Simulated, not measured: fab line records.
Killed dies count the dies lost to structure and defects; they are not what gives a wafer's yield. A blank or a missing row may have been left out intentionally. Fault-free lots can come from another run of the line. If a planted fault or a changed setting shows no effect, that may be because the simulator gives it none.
Lot-split experiment | flow sky130 | on a route of 708 steps: 5 lots, 23 wafers read

THE SPLIT
At SKY_VIA4_CMP_02 (polishes SiO2), the setting leave_above_ref_nm was moved away from the recipe's 580 nm on 6 of the 23 wafers read, by +2.6% to +5.0%. All remaining wafers had this setting at the recipe value.

FROM THE SPLIT TO THE READING: what the file shows between them, 4 steps
- SKY_VIA4_SOFTBAKE_07: time 60 s (also split here: temp_c)
- SKY_VIA4_EXPOSE_08: exposes mask VIM4, target cd 800 nm
- SKY_VIA4_PEB_09
- SKY_VIA4_DEVELOP_10: develop time 60 s

THE READING
oes_product_au, in a.u., at SKY_VIA4_ETCH_12 (etches SiO2 in C4F8/O2/Ar, stops on TiN, target depth 580 nm). Typical for fault-free wafers on this fab line: 0.926 a.u., with standard deviation 0.0037 a.u.

wafer  | tool, chamber at the split | leave_above_ref_nm as run, nm | against the recipe | oes_product_au, a.u. | against lot-mates on the recipe
L077.2 | cmp-02, 0,3,0              | 580                           | recipe             | 0.925                | -
L077.3 | cmp-02, 0,3,0              | 580                           | recipe             | 0.924                | -
L077.5 | cmp-02, 0,3,0              | 580                           | recipe             | 0.928                | -
L080.1 | cmp-02, 1,3                | 595.2                         | +2.6%              | 0.942                | +0.018
L080.2 | cmp-02, 1,3                | 595.2                         | +2.6%              | 0.945                | +0.021
L080.3 | cmp-02, 2,0,1              | 580                           | recipe             | 0.920                | -
L080.5 | cmp-02, 2,0,1              | 580                           | recipe             | 0.927                | -
L080.6 | cmp-02, 2,0,1              | 580                           | recipe             | 0.926                | -
L082.2 | cmp-02, 3,0,1,2,3          | 580                           | recipe             | 0.921                | -
L082.3 | cmp-02, 3,0,1,2,3          | 580                           | recipe             | 0.925                | -
L082.4 | cmp-02, 3,0,1,2,3          | 580                           | recipe             | 0.924                | -
L082.5 | cmp-02, 3,0,1,2,3          | 580                           | recipe             | 0.927                | -
L082.6 | cmp-02, 3,0,1,2,3          | 580                           | recipe             | 0.925                | -
L081.1 | cmp-02, 1,2,2              | 580                           | recipe             | 0.923                | -
L081.2 | cmp-02, 3,0                | 608.6                         | +4.9%              | 0.955                | +0.029
L081.3 | cmp-02, 1,2,2              | 580                           | recipe             | 0.929                | -
L081.4 | cmp-02, 3,0                | 608.6                         | +4.9%              | 0.955                | +0.029
L081.5 | cmp-02, 1,2,2              | 580                           | recipe             | 0.925                | -
L084.1 | cmp-01, 2,3,2              | 580                           | recipe             | 0.919                | -
L084.2 | cmp-01, 1                  | 608.8                         | +5.0%              | 0.953                | +0.030
L084.4 | cmp-01, 2,3,2              | 580                           | recipe             | 0.918                | -
L084.5 | cmp-01, 1                  | 608.8                         | +5.0%              | 0.952                | +0.029
L084.6 | cmp-01, 2,3,2              | 580                           | recipe             | 0.933                | -
Where a row lists several chambers, the file gives one row for several wafers and doesn't say which wafer went through which chamber.

FIT RESULTS
A straight line over all 23 wafers: oes_product_au changes by +0.00601 a.u. for each +1% of leave_above_ref_nm; r = +0.96; the points scatter about the line by 0.0035 a.u.
The same after taking each lot's own level away (the mean of its wafers on the recipe; 23 wafers): +0.00604 a.u. for each +1%; r = +0.96; scatter 0.0034 a.u.
On that fit, the largest move of leave_above_ref_nm shifts the reading by 0.03 a.u.
The lots' own levels span 0.9233 to 0.9257 a.u., that is 0.6 times the standard deviation above.
So the lot-to-lot level changes the slope little: the two slopes agree.
Check: for one of the wafers moved furthest among these (+5.0%), held out of the fit, the line's prediction against its lot-mates is +0.0303 a.u. Against them it came out at +0.0297 a.u.

THE OTHER SPLITS THESE WAFERS WENT THROUGH
These wafers also went through other splits before the reading. Each is held against what the fit with the lots' levels taken away leaves over:
other split on the same wafers   | wafers away from the commonest value | r with oes_product_au (lot level and that fit taken away)
SKY_CAP2M_SOFTBAKE_08 temp_c     | 9                                    | -0.03
SKY_CAP2M_METAL_ETCH_13 time_s   | 5                                    | -0.07
SKY_METAL4_DEVELOP_12 dev_temp_c | 10                                   | +0.04
SKY_VIA4_SOFTBAKE_07 temp_c      | 5                                    | -0.21

THE WHOLE CHAIN: every reading that the file lists as answering this split, in the file's order
step             | what it does                                                 | reading                                                                | change (the file's fit)                   | r (the file's)
SKY_VIA4_ETCH_12 | etches SiO2 in C4F8/O2/Ar, stops on TiN, target depth 580 nm | oes_product_au                                                         | +0.00602 a.u. for each +1% of the setting | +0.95
SKY_VIA4_ETCH_12 | etches SiO2 in C4F8/O2/Ar, stops on TiN, target depth 580 nm | VIA4.feature_depth_nm (the simulator's own value, which no gauge read) | +6.11 nm for each +1% of the setting      | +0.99

FILE'S OWN FIT
oes_product_au changes by +0.00602 a.u. for each +1% of leave_above_ref_nm, r = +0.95.
